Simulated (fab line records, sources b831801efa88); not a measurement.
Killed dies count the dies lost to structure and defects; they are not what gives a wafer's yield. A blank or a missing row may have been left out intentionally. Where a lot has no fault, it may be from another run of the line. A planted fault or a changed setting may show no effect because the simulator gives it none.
Code-filled problem report in 8D (eight disciplines) form	flow gf180mcu	the parts of the form that need people (team, actions taken, sign-off) are left out

## 1. THE PROBLEM
DUAL_GATE_OXIDATION_00_THK at GF_DUAL_GATE_THK_MEAS_03 reads a mean of 12.26 nm on 9 wafers of 3 lots; wafers without a fault read 10.86 nm with a standard deviation of 0.21. That is +6.6 standard deviations from the usual mean.
Seen first at day 11 16:40 on film metro-03, wafer L553.3. The record has a number at this step for 33 wafers belonging to 11 lots. The rule behind "out" and "out of limits": a value lying over 4 standard deviations away from the usual mean. The rest of the wafers with a number are treated as sound.

## 2. WHAT IT IS; WHAT IT IS NOT
question	is	is not
which readings at this step	DUAL_GATE_OXIDATION_00_THK	-
which lots	L553, L554, L555	L539, L540, L542, L544, L548, L549, L550, L556
which wafers of those lots	all that have a number	-
read on which gauges	film metro-02, film metro-03	film metro-01
when	from day 11 16:40	up to then (21 sound wafers); but 3 sound wafers of L556 came after

## 3. THE SUSPECTS, EACH WITH WHAT RULES IT OUT
Counting: a tool stays on the suspect list if, at a process step up to the reading, it processed all lots that are out and no sound lot following the first of them.
- the gauge at GF_DUAL_GATE_THK_MEAS_03 has been ruled out. The wafers that are out were read on 2 gauges (film metro-02, film metro-03).
- furnace-02 at GF_DUAL_GATE_OXIDATION_02 (stabilise 600 s, purge 300 s, target thk 10.887 nm): kept. Every lot that is out went through it, starting with L553 (day 11 15:12), and after that it ran no sound lot; the last sound lot it ran before then is L550 (day 11 01:28). Out on those wafers are its own readings of spike tc bottom C, spike tc centre C, spike tc lower C, spike tc top C, spike tc upper C.
After counting, what remains is furnace-02 at GF_DUAL_GATE_OXIDATION_02.

## 4. THE CAUSE (what the simulator had put in)
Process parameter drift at GF_DUAL_GATE_OXIDATION_02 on furnace-02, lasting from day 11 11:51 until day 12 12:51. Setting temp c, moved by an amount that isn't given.
This tool alone remained once counting was done.

## 5. THE CHAIN OF EFFECTS, in route order
Each row: a reading where the mean over the struck wafers with a number is more than 3 standard deviations away from the usual. Readings are gone through only where the record gives a usual standard deviation; hours: the median, over the lots, of the time from a lot's start at the first step in this table giving one to that lot's start at this step; sigmas: the change measured in usual standard deviations.
hours	step	reading	usual	on struck wafers	change	sigmas
0	GF_DUAL_GATE_OXIDATION_02	spike tc bottom C	916.7 C	927.3	+10.6	+8.1
0	GF_DUAL_GATE_OXIDATION_02	spike tc centre C	900.2 C	911.8	+11.6	+9.7
0	GF_DUAL_GATE_OXIDATION_02	spike tc lower C	900.7 C	911.9	+11.2	+9.3
0	GF_DUAL_GATE_OXIDATION_02	spike tc top C	906.9 C	918.0	+11.1	+9.3
0	GF_DUAL_GATE_OXIDATION_02	spike tc upper C	899.9 C	911.6	+11.7	+11
0	GF_DUAL_GATE_OXIDATION_02	zone power upper pct	18.00 %	18.56	+0.56	+3.1
1	GF_DUAL_GATE_THK_MEAS_03	DUAL_GATE_OXIDATION_00_THK	10.86 nm	12.26	+1.40	+6.6
The process steps in it:
- GF_DUAL_GATE_OXIDATION_02: stabilise 600 s, purge 300 s, target thk 10.887 nm.
Later steps that measure or inspect, where all struck wafers having a row at the step show a number for every such reading and not one has moved that far: GF_HV_LDD_CD_MEAS_07.

## 6. WHAT WOULD HAVE CAUGHT IT SOONER
5 hours passed between the start of the fault at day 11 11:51 and the first reading out of limits at a measuring or inspecting step in this record, taken at day 11 16:40.
Tool's own readings at GF_DUAL_GATE_OXIDATION_02, spike tc bottom C, spike tc centre C, spike tc lower C, spike tc top C, spike tc upper C: out on all struck wafers the step has rows for; an alarm limit on them would have tripped on the first.
L554, L555, from the lots that are out (3), started GF_DUAL_GATE_OXIDATION_02 on furnace-02 later than day 11 16:40. A hold on the tool at that time would have spared those 2.
